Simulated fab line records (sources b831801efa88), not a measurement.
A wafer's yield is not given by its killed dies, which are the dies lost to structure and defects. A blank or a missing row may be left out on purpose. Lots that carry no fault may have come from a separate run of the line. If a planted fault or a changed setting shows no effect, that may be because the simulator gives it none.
fab line records | flow sky130 | part 1 of 2: steps 1 to 27 of 38
[record] lots = 5 | wafers = 15 | last-day = 50
route steps=708 shown VT_ADJUST_HVTP@96 VT_ADJUST_LVTN@97 VT_ADJUST_NCORE@119 VT_ADJUST_HVTR@131
lots that met no fault: taken from a fault-free run of the same line
start-h: hours from the record's first day to the start of the lot's first wafer shown | wait-h: how many hours have passed since the lot's step before this one | " unchanged from the row above | L1.1+2: a single row standing in for several wafers | - value missing, or start not given | * or withheld: withheld | < > ~ a bound
route shown NAME@n: a module of which the file shows steps, and the number in the route of the first | usual: mean/standard deviation of fault-free wafers | same: alike in all rows | chamber/n: place in a boat | sites: the reading at each site | _std_site: the values' standard deviation | _edge_site: inner sites' mean taken away from outer sites' mean | radius-mm: for every site, how far away it sits from the centre of the wafer | mask NAME#n: copy n | behind: tool/chamber where the wafer was last shaped | hold: cause of the lot's hold/its duration in hours/its outcome | device: the n, p or np transistor that did not switch | end of line: the same wafers' tests at the end of the route | a step without rows: its recipe alone | killed: dies lost to structure and defects at the first sort, not the wafer's yield | map: shows each die of a wafer: x if killed, . if not, _ if none is there
set.NAME: the run value of the setting; set.NAME@STEP: its run value at that earlier step | model.NAME: the simulator's own value behind a step, which no gauge read
lots at some steps of the route; a table a step, a row a wafer
services: when a tool's chamber went out of use (start-h, in hours from the record's first day, below 0 if earlier), for how many hours, and the reason
[[steps]]
[step SKY_VT_ADJUST_HVTP_TW_MEAS_11]
[usual] VT_ADJUST_HVTP_TW = 1354/7.9
lot.wafer | tool          | chamber | start-h | wait-h | VT_ADJUST_HVTP_TW
L075.1    | film-metro-02 | -       | 126.34  | 0.1    | 1361
L075.5    | "             | -       | "       | "      | 1363
L075.6    | "             | -       | "       | "      | 1367
L079.1    | film-metro-03 | -       | 150.30  | 0.1    | 1343
L079.3    | "             | -       | "       | "      | 1339
L079.4    | "             | -       | "       | "      | 1330
L080.1    | film-metro-02 | -       | 160.60  | 0.1    | 1352
L080.3    | "             | -       | "       | "      | 1358
L080.5    | "             | -       | "       | "      | 1362
L085.3    | film-metro-02 | -       | 191.04  | 0.1    | 1360
L085.4    | "             | -       | "       | "      | 1355
L085.5    | "             | -       | "       | "      | 1365
L095.1    | film-metro-02 | -       | 257.27  | 0.1    | 1360
L095.2    | "             | -       | "       | "      | 1355
L095.5    | "             | -       | "       | "      | 1356
[step SKY_VT_ADJUST_LVTN_DEHYDRATE_00]
[recipe] temp-c = 200 | time-s = 60
[usual] plate-temp-C = 200.05/0.17
lot.wafer | tool           | chamber | start-h | wait-h | plate-temp-C
L075.1    | litho-track-03 | 0       | 135.48  | 9.1    | 199.78
L075.5    | "              | 0       | "       | "      | 199.93
L075.6    | "              | 0       | "       | "      | 199.53
L079.1    | litho-track-02 | 0       | 159.31  | 9.0    | 200.23
L079.3    | "              | 0       | "       | "      | 200.25
L079.4    | "              | 0       | "       | "      | 200.15
L080.1    | litho-track-02 | 0       | 170.01  | 9.4    | 200.09
L080.3    | "              | 0       | "       | "      | 200.02
L080.5    | "              | 0       | "       | "      | 199.90
L085.3    | litho-track-04 | 0       | 200.46  | 9.4    | 199.81
L085.4    | "              | 0       | "       | "      | 200.09
L085.5    | "              | 0       | "       | "      | 200.16
L095.1    | litho-track-03 | 0       | 268.63  | 11.3   | 200.06
L095.2    | "              | 0       | "       | "      | 200.21
L095.5    | "              | 0       | "       | "      | 200.13
[step SKY_VT_ADJUST_LVTN_HMDS_01]
[recipe] prime-time-s = 60 | prime-temp-c = 120
lot.wafer  | tool           | chamber | start-h | wait-h
L075.1+5+6 | litho-track-03 | 0       | 135.63  | 0.1
L079.1+3+4 | litho-track-02 | 0       | 159.46  | 0.1
L080.1+3+5 | litho-track-02 | 0       | 170.16  | 0.1
L085.3+4+5 | litho-track-04 | 0       | 200.61  | 0.1
L095.1+2+5 | litho-track-03 | 0       | 268.78  | 0.1
[step SKY_VT_ADJUST_LVTN_COAT_02]
[recipe] spin-rpm = 2000 | resist-thk-nm = 3000
[usual] dispense-pressure-kPa = 52.5/2.3
lot.wafer | tool           | chamber | start-h | wait-h | dispense-pressure-kPa
L075.1    | litho-track-03 | 0       | 135.78  | 0.1    | 55.6
L075.5    | "              | 0       | "       | "      | 55.6
L075.6    | "              | 0       | "       | "      | 55.6
L079.1    | litho-track-02 | 0       | 159.61  | 0.1    | 50.1
L079.3    | "              | 0       | "       | "      | 50.2
L079.4    | "              | 0       | "       | "      | 50.2
L080.1    | litho-track-02 | 0       | 170.31  | 0.1    | 50.2
L080.3    | "              | 0       | "       | "      | 50.2
L080.5    | "              | 0       | "       | "      | 50.1
L085.3    | litho-track-04 | 0       | 200.76  | 0.1    | 51.8
L085.4    | "              | 0       | "       | "      | 51.8
L085.5    | "              | 0       | "       | "      | 51.8
L095.1    | litho-track-03 | 0       | 268.93  | 0.1    | 55.6
L095.2    | "              | 0       | "       | "      | 55.6
L095.5    | "              | 0       | "       | "      | 55.6
[step SKY_VT_ADJUST_LVTN_SOFTBAKE_03]
[recipe] temp-c = 110 | time-s = withheld
[usual] plate-temp-C = 110.00/0.14
lot.wafer | tool           | chamber | start-h | wait-h | plate-temp-C
L075.1    | litho-track-03 | 0       | 135.93  | 0.1    | 110.11
L075.5    | "              | 0       | "       | "      | 110.17
L075.6    | "              | 0       | "       | "      | 110.00
L079.1    | litho-track-02 | 0       | 159.76  | 0.1    | 109.98
L079.3    | "              | 0       | "       | "      | 109.86
L079.4    | "              | 0       | "       | "      | 109.80
L080.1    | litho-track-02 | 0       | 170.46  | 0.1    | 110.06
L080.3    | "              | 0       | "       | "      | 109.97
L080.5    | "              | 0       | "       | "      | 110.02
L085.3    | litho-track-04 | 0       | 200.93  | 0.1    | 109.98
L085.4    | "              | 0       | "       | "      | 110.02
L085.5    | "              | 0       | "       | "      | 110.10
L095.1    | litho-track-03 | 0       | 269.08  | 0.1    | 109.91
L095.2    | "              | 0       | "       | "      | 109.91
L095.5    | "              | 0       | "       | "      | 109.92
[step SKY_VT_ADJUST_LVTN_EXPOSE_04]
[recipe] mask-id = NWM_COMPLEMENT_LESS_NATIVE | na = 0.6 | source-shape = conventional | sigma-outer = 0.6 | polarization = unpolarized | target-cd-nm = 840 | dose-mj = 194
[usual] stage-vel-mm-s = 499.97/0.27
[same] na = 0.6
lot.wafer | tool             | chamber | start-h | wait-h | mask                         | stage-vel-mm-s
L075.1    | iline-stepper-01 | 0       | -       | -      | NWM_COMPLEMENT_LESS_NATIVE#0 | 499.44
L075.5    | "                | 0       | "       | "      | NWM_COMPLEMENT_LESS_NATIVE#0 | 499.85
L075.6    | "                | 0       | "       | "      | NWM_COMPLEMENT_LESS_NATIVE#0 | 499.65
L079.1    | iline-stepper-01 | 0       | -       | -      | NWM_COMPLEMENT_LESS_NATIVE#0 | 500.14
L079.3    | "                | 0       | "       | "      | NWM_COMPLEMENT_LESS_NATIVE#0 | 500.39
L079.4    | "                | 0       | "       | "      | NWM_COMPLEMENT_LESS_NATIVE#0 | 500.18
L080.1    | iline-stepper-01 | 0       | -       | -      | NWM_COMPLEMENT_LESS_NATIVE#0 | 499.62
L080.3    | "                | 0       | "       | "      | NWM_COMPLEMENT_LESS_NATIVE#0 | 500.14
L080.5    | "                | 0       | "       | "      | NWM_COMPLEMENT_LESS_NATIVE#0 | 499.95
L085.3    | iline-stepper-01 | 0       | -       | -      | NWM_COMPLEMENT_LESS_NATIVE#0 | 499.65
L085.4    | "                | 0       | "       | "      | NWM_COMPLEMENT_LESS_NATIVE#0 | 499.81
L085.5    | "                | 0       | "       | "      | NWM_COMPLEMENT_LESS_NATIVE#0 | 499.94
L095.1    | iline-stepper-01 | 0       | -       | -      | NWM_COMPLEMENT_LESS_NATIVE#0 | 499.99
L095.2    | "                | 0       | "       | "      | NWM_COMPLEMENT_LESS_NATIVE#0 | 499.92
L095.5    | "                | 0       | "       | "      | NWM_COMPLEMENT_LESS_NATIVE#0 | 500.24
[step SKY_VT_ADJUST_LVTN_PEB_05]
[recipe] temp-c = 115 | time-s = withheld
[usual] plate-temp-C = 114.98/0.16
lot.wafer | tool           | chamber | start-h | wait-h | plate-temp-C
L075.1    | litho-track-03 | 0       | -       | -      | 115.17
L075.5    | "              | 0       | "       | "      | 114.97
L075.6    | "              | 0       | "       | "      | 114.95
L079.1    | litho-track-04 | 0       | -       | -      | 114.82
L079.3    | "              | 0       | "       | "      | 114.89
L079.4    | "              | 0       | "       | "      | 114.80
L080.1    | litho-track-02 | 0       | -       | -      | 114.79
L080.3    | "              | 0       | "       | "      | 115.12
L080.5    | "              | 0       | "       | "      | 115.05
L085.3    | litho-track-04 | 0       | -       | -      | 115.00
L085.4    | "              | 0       | "       | "      | 114.92
L085.5    | "              | 0       | "       | "      | 114.81
L095.1    | litho-track-04 | 0       | -       | -      | 115.04
L095.2    | "              | 0       | "       | "      | 115.08
L095.5    | "              | 0       | "       | "      | 114.96
[step SKY_VT_ADJUST_LVTN_DEVELOP_06]
[recipe] wall-angle-deg = 90 | developer = TMAH | develop-time-s = 60 | dev-temp-c = 23
lot.wafer  | tool           | chamber | start-h | wait-h
L075.1+5+6 | litho-track-03 | 0       | -       | -
L079.1+3+4 | litho-track-04 | 0       | -       | -
L080.1+3+5 | litho-track-02 | 0       | -       | -
L085.3+4+5 | litho-track-04 | 0       | -       | -
L095.1+2+5 | litho-track-04 | 0       | -       | -
[step SKY_VT_ADJUST_LVTN_OVL_MEAS_07]
[usual] VT_ADJUST_LVTN_OVL = 0.0/1.5
lot.wafer | tool       | chamber | start-h | wait-h | VT_ADJUST_LVTN_OVL[nm]
L075.1    | overlay-01 | -       | 146.08  | -      | 1.7
L075.5    | "          | -       | "       | "      | 0.9
L075.6    | "          | -       | "       | "      | 0.3
L079.1    | overlay-02 | -       | 170.21  | -      | -3.1
L079.3    | "          | -       | "       | "      | -1.1
L079.4    | "          | -       | "       | "      | -1.0
L080.1    | overlay-02 | -       | 180.96  | -      | 0.0
L080.3    | "          | -       | "       | "      | 2.0
L080.5    | "          | -       | "       | "      | 0.2
L085.3    | overlay-01 | -       | 212.22  | -      | 0.0
L085.4    | "          | -       | "       | "      | -0.7
L085.5    | "          | -       | "       | "      | -0.6
L095.1    | overlay-01 | -       | 281.16  | -      | 0.2
L095.2    | "          | -       | "       | "      | -0.9
L095.5    | "          | -       | "       | "      | 0.8
[step SKY_VT_ADJUST_LVTN_IMPLANT_08]
[recipe] species = B | energy-kev = 30 | dose-cm2 = 1.57e+12 | tilt-deg = withheld
lot.wafer  | tool         | chamber | start-h | wait-h
L075.1+5+6 | implanter-01 | 0       | 146.11  | 0.0
L079.1+3+4 | implanter-04 | 0       | 170.25  | 0.0
L080.1+3+5 | implanter-01 | 0       | 181.00  | 0.0
L085.3+4+5 | implanter-04 | 0       | 212.30  | 0.1
L095.1+2+5 | implanter-04 | 0       | 281.20  | 0.0
[step SKY_VT_ADJUST_LVTN_STRIP_09]
[recipe] chemistry = O2/N2 | power-w = 1400 | pressure-mtorr = 1500 | platen-temp-c = withheld | o2-flow-sccm = 3000 | n2-flow-sccm = 300 | overash-fraction = 0.5
[usual] drypump-motor-current-A = 5.74/0.24 | oes-product-au = 0.722/0.0046 | strip-time-to-endpoint-s = 36.99/0.094
lot.wafer | tool            | chamber | start-h | wait-h | drypump-motor-current-A | oes-product-au | rf-hours-counter-h | strip-time-to-endpoint-s
L075.1    | plasma-asher-03 | 0       | 146.26  | 0.1    | 5.95                    | 0.712          | 32                 | 37.04
L075.5    | "               | 1       | "       | "      | 5.89                    | 0.729          | -                  | 37.08
L075.6    | "               | 0       | "       | "      | 5.95                    | 0.723          | -                  | 37.04
L079.1    | plasma-asher-01 | 1       | 170.40  | 0.1    | 6.03                    | 0.720          | 52                 | 36.82
L079.3    | "               | 0       | "       | "      | 5.56                    | 0.724          | -                  | 36.83
L079.4    | "               | 1       | "       | "      | 6.03                    | 0.720          | -                  | 36.88
L080.1    | plasma-asher-01 | 1       | 181.15  | 0.1    | 6.01                    | 0.718          | 53                 | 36.95
L080.3    | "               | 0       | "       | "      | 5.54                    | 0.727          | -                  | 37.05
L080.5    | "               | 0       | "       | "      | 5.53                    | 0.724          | -                  | 36.89
L085.3    | plasma-asher-01 | 0       | 212.43  | 0.1    | 5.56                    | 0.729          | -                  | 37.05
L085.4    | "               | 1       | "       | "      | 6.07                    | 0.721          | -                  | 37.06
L085.5    | "               | 0       | "       | "      | 5.55                    | 0.721          | -                  | 36.97
L095.1    | plasma-asher-03 | 1       | 281.35  | 0.1    | 5.89                    | 0.717          | 45                 | 36.98
L095.2    | "               | 0       | "       | "      | 5.96                    | 0.725          | 45                 | 36.99
L095.5    | "               | 1       | "       | "      | 5.93                    | 0.721          | -                  | 37.00
[step SKY_VT_ADJUST_LVTN_TW_MEAS_10]
[usual] VT_ADJUST_LVTN_TW = 240.9/1
lot.wafer | tool          | chamber | start-h | wait-h | VT_ADJUST_LVTN_TW
L075.1    | film-metro-04 | -       | 146.36  | 0.1    | 240.9
L075.5    | "             | -       | "       | "      | 240.8
L075.6    | "             | -       | "       | "      | 240.9
L079.1    | film-metro-01 | -       | 170.50  | 0.1    | 240.8
L079.3    | "             | -       | "       | "      | 241.3
L079.4    | "             | -       | "       | "      | 240.8
L080.1    | film-metro-04 | -       | 181.25  | 0.1    | 241.0
L080.3    | "             | -       | "       | "      | 240.6
L080.5    | "             | -       | "       | "      | 240.4
L085.3    | film-metro-02 | -       | 212.52  | 0.1    | 238.3
L085.4    | "             | -       | "       | "      | 238.0
L085.5    | "             | -       | "       | "      | 240.3
L095.1    | film-metro-02 | -       | 281.45  | 0.1    | 242.0
L095.2    | "             | -       | "       | "      | 243.8
L095.5    | "             | -       | "       | "      | 243.1
[step SKY_VT_ADJUST_LVTN_DEHYDRATE_11]
[recipe] temp-c = 200 | time-s = 60
[usual] plate-temp-C = 200.01/0.16
lot.wafer | tool           | chamber | start-h | wait-h | plate-temp-C
L075.1    | litho-track-03 | 0       | 155.38  | 9.0    | 199.89
L075.5    | "              | 0       | "       | "      | 200.04
L075.6    | "              | 0       | "       | "      | 199.84
L079.1    | litho-track-04 | 0       | 180.51  | 10.0   | 199.89
L079.3    | "              | 0       | "       | "      | 200.05
L079.4    | "              | 0       | "       | "      | 199.87
L080.1    | litho-track-03 | 0       | 191.28  | 10.0   | 200.17
L080.3    | "              | 0       | "       | "      | 200.05
L080.5    | "              | 0       | "       | "      | 199.92
L085.3    | litho-track-03 | 0       | 222.73  | 10.2   | 200.36
L085.4    | "              | 0       | "       | "      | 200.26
L085.5    | "              | 0       | "       | "      | 200.30
L095.1    | litho-track-03 | 0       | 294.18  | 12.7   | 200.40
L095.2    | "              | 0       | "       | "      | 200.05
L095.5    | "              | 0       | "       | "      | 200.11
[step SKY_VT_ADJUST_LVTN_HMDS_12]
[recipe] prime-time-s = 60 | prime-temp-c = 120
lot.wafer  | tool           | chamber | start-h | wait-h
L075.1+5+6 | litho-track-03 | 0       | 155.53  | 0.1
L079.1+3+4 | litho-track-04 | 0       | 180.66  | 0.1
L080.1+3+5 | litho-track-03 | 0       | 191.43  | 0.1
L085.3+4+5 | litho-track-03 | 0       | 222.88  | 0.1
L095.1+2+5 | litho-track-03 | 0       | 294.33  | 0.1
[step SKY_VT_ADJUST_LVTN_COAT_13]
[recipe] resist = NOVOLAK | spin-rpm = 3000 | resist-thk-nm = 1140
[usual] dispense-pressure-kPa = 52.3/2.2
lot.wafer | tool           | chamber | start-h | wait-h | dispense-pressure-kPa
L075.1    | litho-track-03 | 0       | 155.68  | 0.1    | 55.6
L075.5    | "              | 0       | "       | "      | 55.6
L075.6    | "              | 0       | "       | "      | 55.6
L079.1    | litho-track-04 | 0       | 180.81  | 0.1    | 51.9
L079.3    | "              | 0       | "       | "      | 51.9
L079.4    | "              | 0       | "       | "      | 51.9
L080.1    | litho-track-03 | 0       | 191.58  | 0.1    | 55.6
L080.3    | "              | 0       | "       | "      | 55.5
L080.5    | "              | 0       | "       | "      | 55.5
L085.3    | litho-track-03 | 0       | 223.03  | 0.1    | 55.6
L085.4    | "              | 0       | "       | "      | 55.6
L085.5    | "              | 0       | "       | "      | 55.7
L095.1    | litho-track-03 | 0       | 294.48  | 0.1    | 55.7
L095.2    | "              | 0       | "       | "      | 55.7
L095.5    | "              | 0       | "       | "      | 55.7
[step SKY_VT_ADJUST_LVTN_SOFTBAKE_14]
[recipe] temp-c = 90 | time-s = 60 | resist = NOVOLAK
[usual] plate-temp-C = 89.99/0.13
lot.wafer | tool           | chamber | start-h | wait-h | plate-temp-C
L075.1    | litho-track-03 | 0       | 155.83  | 0.1    | 89.96
L075.5    | "              | 0       | "       | "      | 89.88
L075.6    | "              | 0       | "       | "      | 89.91
L079.1    | litho-track-04 | 0       | 180.96  | 0.1    | 89.89
L079.3    | "              | 0       | "       | "      | 90.09
L079.4    | "              | 0       | "       | "      | 90.01
L080.1    | litho-track-03 | 0       | 191.73  | 0.1    | 90.04
L080.3    | "              | 0       | "       | "      | 89.92
L080.5    | "              | 0       | "       | "      | 89.95
L085.3    | litho-track-03 | 0       | 223.18  | 0.1    | 90.36
L085.4    | "              | 0       | "       | "      | 90.17
L085.5    | "              | 0       | "       | "      | 90.20
L095.1    | litho-track-03 | 0       | 294.63  | 0.1    | 90.11
L095.2    | "              | 0       | "       | "      | 90.00
L095.5    | "              | 0       | "       | "      | 90.04
[step SKY_VT_ADJUST_LVTN_EXPOSE_15]
[recipe] mask-id = HVN_STD_DERIVED | na = 0.6 | source-shape = conventional | sigma-outer = 0.6 | polarization = unpolarized | target-cd-nm = 600 | dose-mj = 163
[usual] stage-vel-mm-s = 500.02/0.25
[same] na = 0.6
lot.wafer | tool             | chamber | start-h | wait-h | mask              | stage-vel-mm-s
L075.1    | iline-stepper-01 | 0       | -       | -      | HVN_STD_DERIVED#0 | 500.07
L075.5    | "                | 0       | "       | "      | HVN_STD_DERIVED#0 | 500.03
L075.6    | "                | 0       | "       | "      | HVN_STD_DERIVED#0 | 499.83
L079.1    | iline-stepper-02 | 0       | -       | -      | HVN_STD_DERIVED#0 | 499.93
L079.3    | "                | 0       | "       | "      | HVN_STD_DERIVED#0 | 499.67
L079.4    | "                | 0       | "       | "      | HVN_STD_DERIVED#0 | 499.97
L080.1    | iline-stepper-01 | 0       | -       | -      | HVN_STD_DERIVED#0 | 500.55
L080.3    | "                | 0       | "       | "      | HVN_STD_DERIVED#0 | 499.99
L080.5    | "                | 0       | "       | "      | HVN_STD_DERIVED#0 | 500.03
L085.3    | iline-stepper-02 | 0       | -       | -      | HVN_STD_DERIVED#0 | 499.85
L085.4    | "                | 0       | "       | "      | HVN_STD_DERIVED#0 | 500.17
L085.5    | "                | 0       | "       | "      | HVN_STD_DERIVED#0 | 499.56
L095.1    | iline-stepper-01 | 0       | -       | -      | HVN_STD_DERIVED#0 | 499.70
L095.2    | "                | 0       | "       | "      | HVN_STD_DERIVED#0 | 499.79
L095.5    | "                | 0       | "       | "      | HVN_STD_DERIVED#0 | 499.94
[step SKY_VT_ADJUST_LVTN_PEB_16]
[recipe] temp-c = withheld | time-s = * | resist = NOVOLAK
lot.wafer  | tool           | chamber | start-h | wait-h
L075.1+5+6 | litho-track-04 | 0       | -       | -
L079.1+3+4 | litho-track-04 | 0       | -       | -
L080.1+3+5 | litho-track-04 | 0       | -       | -
L085.3+4+5 | litho-track-04 | 0       | -       | -
L095.1+2+5 | litho-track-02 | 0       | -       | -
[step SKY_VT_ADJUST_LVTN_DEVELOP_17]
[recipe] resist = NOVOLAK | developer = TMAH | develop-time-s = 60 | dev-temp-c = 23
lot.wafer  | tool           | chamber | start-h | wait-h
L075.1+5+6 | litho-track-04 | 0       | 165.51  | 0.1
L079.1+3+4 | litho-track-04 | 0       | 191.11  | 0.1
L080.1+3+5 | litho-track-04 | 0       | 202.16  | 0.1
L085.3+4+5 | litho-track-04 | 0       | 234.76  | 0.1
L095.1+2+5 | litho-track-02 | 0       | 305.66  | 0.1
[step SKY_VT_ADJUST_LVTN_OVL_MEAS_18]
[usual] VT_ADJUST_LVTN_01_OVL = -0.1/1.4
lot.wafer | tool       | chamber | start-h | wait-h | VT_ADJUST_LVTN_01_OVL[nm]
L075.1    | overlay-02 | -       | 165.66  | 0.1    | -0.7
L075.5    | "          | -       | "       | "      | -0.8
L075.6    | "          | -       | "       | "      | -0.8
L079.1    | overlay-02 | -       | 191.26  | 0.1    | 0.3
L079.3    | "          | -       | "       | "      | 3.2
L079.4    | "          | -       | "       | "      | 1.5
L080.1    | overlay-02 | -       | 202.31  | 0.1    | -0.2
L080.3    | "          | -       | "       | "      | 1.5
L080.5    | "          | -       | "       | "      | 1.0
L085.3    | overlay-02 | -       | 234.87  | 0.1    | 2.1
L085.4    | "          | -       | "       | "      | -0.3
L085.5    | "          | -       | "       | "      | -0.1
L095.1    | overlay-02 | -       | 305.81  | 0.1    | -0.3
L095.2    | "          | -       | "       | "      | -1.5
L095.5    | "          | -       | "       | "      | -1.8
[step SKY_VT_ADJUST_LVTN_IMPLANT_19]
[recipe] species = B | energy-kev = 30 | dose-cm2 = 6.5e+11 | tilt-deg = withheld
lot.wafer  | tool         | chamber | start-h | wait-h
L075.1+5+6 | implanter-04 | 0       | 165.70  | 0.0
L079.1+3+4 | implanter-01 | 0       | 191.30  | 0.0
L080.1+3+5 | implanter-04 | 0       | 202.35  | 0.0
L085.3+4+5 | implanter-03 | 0       | 234.95  | 0.1
L095.1+2+5 | implanter-03 | 0       | 305.85  | 0.0
[step SKY_VT_ADJUST_LVTN_STRIP_20]
[recipe] chemistry = O2/N2 | power-w = 1400 | pressure-mtorr = 1500 | platen-temp-c = withheld | o2-flow-sccm = 3000 | n2-flow-sccm = 300 | overash-fraction = 0.5
[usual] drypump-motor-current-A = 5.75/0.24 | oes-product-au = 0.715/0.0041 | strip-time-to-endpoint-s = 14.22/0.036
lot.wafer | tool            | chamber | start-h | wait-h | drypump-motor-current-A | oes-product-au | rf-hours-counter-h | strip-time-to-endpoint-s
L075.1    | plasma-asher-03 | 0       | 165.85  | 0.1    | 5.97                    | 0.714          | 35                 | 14.24
L075.5    | "               | 0       | "       | "      | 5.95                    | 0.721          | -                  | 14.29
L075.6    | "               | 1       | "       | "      | 5.89                    | 0.709          | -                  | 14.26
L079.1    | plasma-asher-02 | 0       | 191.45  | 0.1    | 5.43                    | 0.717          | 7                  | 14.18
L079.3    | "               | 1       | "       | "      | 5.55                    | 0.718          | -                  | 14.20
L079.4    | "               | 0       | "       | "      | 5.43                    | 0.716          | -                  | 14.22
L080.1    | plasma-asher-02 | 1       | 202.50  | 0.1    | 5.55                    | 0.715          | 9                  | 14.20
L080.3    | "               | 0       | "       | "      | 5.41                    | 0.712          | -                  | 14.20
L080.5    | "               | 0       | "       | "      | 5.43                    | 0.710          | -                  | 14.20
L085.3    | plasma-asher-02 | 1       | 235.08  | 0.1    | 5.57                    | 0.715          | -                  | 14.23
L085.4    | "               | 0       | "       | "      | 5.43                    | 0.713          | -                  | 14.21
L085.5    | "               | 1       | "       | "      | 5.56                    | 0.717          | -                  | 14.23
L095.1    | plasma-asher-01 | 1       | 306.00  | 0.1    | 6.02                    | 0.716          | 65                 | 14.26
L095.2    | "               | 0       | "       | "      | 5.55                    | 0.713          | 65                 | 14.25
L095.5    | "               | 1       | "       | "      | 6.08                    | 0.721          | -                  | 14.21
[step SKY_VT_ADJUST_LVTN_TW_MEAS_21]
[usual] VT_ADJUST_LVTN_2_TW = 187.9/0.85
lot.wafer | tool          | chamber | start-h | wait-h | VT_ADJUST_LVTN_2_TW
L075.1    | film-metro-01 | -       | 165.95  | 0.1    | 186.7
L075.5    | "             | -       | "       | "      | 188.1
L075.6    | "             | -       | "       | "      | 188.6
L079.1    | film-metro-04 | -       | 191.55  | 0.1    | 187.5
L079.3    | "             | -       | "       | "      | 187.8
L079.4    | "             | -       | "       | "      | 188.1
L080.1    | film-metro-02 | -       | 202.60  | 0.1    | 187.2
L080.3    | "             | -       | "       | "      | 187.1
L080.5    | "             | -       | "       | "      | 187.2
L085.3    | film-metro-04 | -       | 235.17  | 0.1    | 187.7
L085.4    | "             | -       | "       | "      | 187.5
L085.5    | "             | -       | "       | "      | 187.4
L095.1    | film-metro-04 | -       | 306.10  | 0.1    | 187.3
L095.2    | "             | -       | "       | "      | 187.5
L095.5    | "             | -       | "       | "      | 187.7
[step SKY_VT_ADJUST_NCORE_DEHYDRATE_00]
[recipe] temp-c = 200 | time-s = 60
[usual] plate-temp-C = 199.97/0.16
lot.wafer | tool           | chamber | start-h | wait-h | plate-temp-C
L075.1    | litho-track-01 | 0       | 176.10  | 10.1   | 199.86
L075.5    | "              | 0       | "       | "      | 199.93
L075.6    | "              | 0       | "       | "      | 200.02
L079.1    | litho-track-04 | 0       | 201.41  | 9.9    | 199.88
L079.3    | "              | 0       | "       | "      | 199.97
L079.4    | "              | 0       | "       | "      | 200.27
L080.1    | litho-track-04 | 0       | 213.01  | 10.4   | 199.79
L080.3    | "              | 0       | "       | "      | 199.56
L080.5    | "              | 0       | "       | "      | 199.66
L085.3    | litho-track-01 | 0       | 246.05  | 10.9   | 199.93
L085.4    | "              | 0       | "       | "      | 199.74
L085.5    | "              | 0       | "       | "      | 199.74
L095.1    | litho-track-01 | 0       | 318.40  | 12.3   | 200.07
L095.2    | "              | 0       | "       | "      | 200.11
L095.5    | "              | 0       | "       | "      | 200.17
[step SKY_VT_ADJUST_NCORE_HMDS_01]
[recipe] prime-time-s = 60 | prime-temp-c = 120
lot.wafer  | tool           | chamber | start-h | wait-h
L075.1+5+6 | litho-track-01 | 0       | 176.25  | 0.1
L079.1+3+4 | litho-track-04 | 0       | 201.56  | 0.1
L080.1+3+5 | litho-track-04 | 0       | 213.16  | 0.1
L085.3+4+5 | litho-track-01 | 0       | 246.20  | 0.1
L095.1+2+5 | litho-track-01 | 0       | 318.55  | 0.1
[step SKY_VT_ADJUST_NCORE_COAT_02]
[recipe] resist = NOVOLAK | spin-rpm = 3000 | resist-thk-nm = 1140
[usual] dispense-pressure-kPa = 52.5/1.6
lot.wafer | tool           | chamber | start-h | wait-h | dispense-pressure-kPa
L075.1    | litho-track-01 | 0       | 176.40  | 0.1    | 51.5
L075.5    | "              | 0       | "       | "      | 51.5
L075.6    | "              | 0       | "       | "      | 51.5
L079.1    | litho-track-04 | 0       | 201.71  | 0.1    | 51.8
L079.3    | "              | 0       | "       | "      | 51.8
L079.4    | "              | 0       | "       | "      | 51.9
L080.1    | litho-track-04 | 0       | 213.31  | 0.1    | 51.9
L080.3    | "              | 0       | "       | "      | 51.9
L080.5    | "              | 0       | "       | "      | 51.9
L085.3    | litho-track-01 | 0       | 246.35  | 0.1    | 51.6
L085.4    | "              | 0       | "       | "      | 51.6
L085.5    | "              | 0       | "       | "      | 51.6
L095.1    | litho-track-01 | 0       | 318.70  | 0.1    | 51.6
L095.2    | "              | 0       | "       | "      | 51.5
L095.5    | "              | 0       | "       | "      | 51.6
[step SKY_VT_ADJUST_NCORE_SOFTBAKE_03]
[recipe] temp-c = 90 | time-s = 60 | resist = NOVOLAK
[usual] plate-temp-C = 89.99/0.13
lot.wafer | tool           | chamber | start-h | wait-h | plate-temp-C
L075.1    | litho-track-01 | 0       | 176.55  | 0.1    | 90.08
L075.5    | "              | 0       | "       | "      | 89.92
L075.6    | "              | 0       | "       | "      | 89.84
L079.1    | litho-track-04 | 0       | 201.86  | 0.1    | 90.01
L079.3    | "              | 0       | "       | "      | 89.81
L079.4    | "              | 0       | "       | "      | 89.82
L080.1    | litho-track-04 | 0       | 213.46  | 0.1    | 90.11
L080.3    | "              | 0       | "       | "      | 90.15
L080.5    | "              | 0       | "       | "      | 90.35
L085.3    | litho-track-01 | 0       | 246.50  | 0.1    | 89.78
L085.4    | "              | 0       | "       | "      | 90.03
L085.5    | "              | 0       | "       | "      | 89.96
L095.1    | litho-track-01 | 0       | 318.85  | 0.1    | 89.91
L095.2    | "              | 0       | "       | "      | 89.88
L095.5    | "              | 0       | "       | "      | 89.91
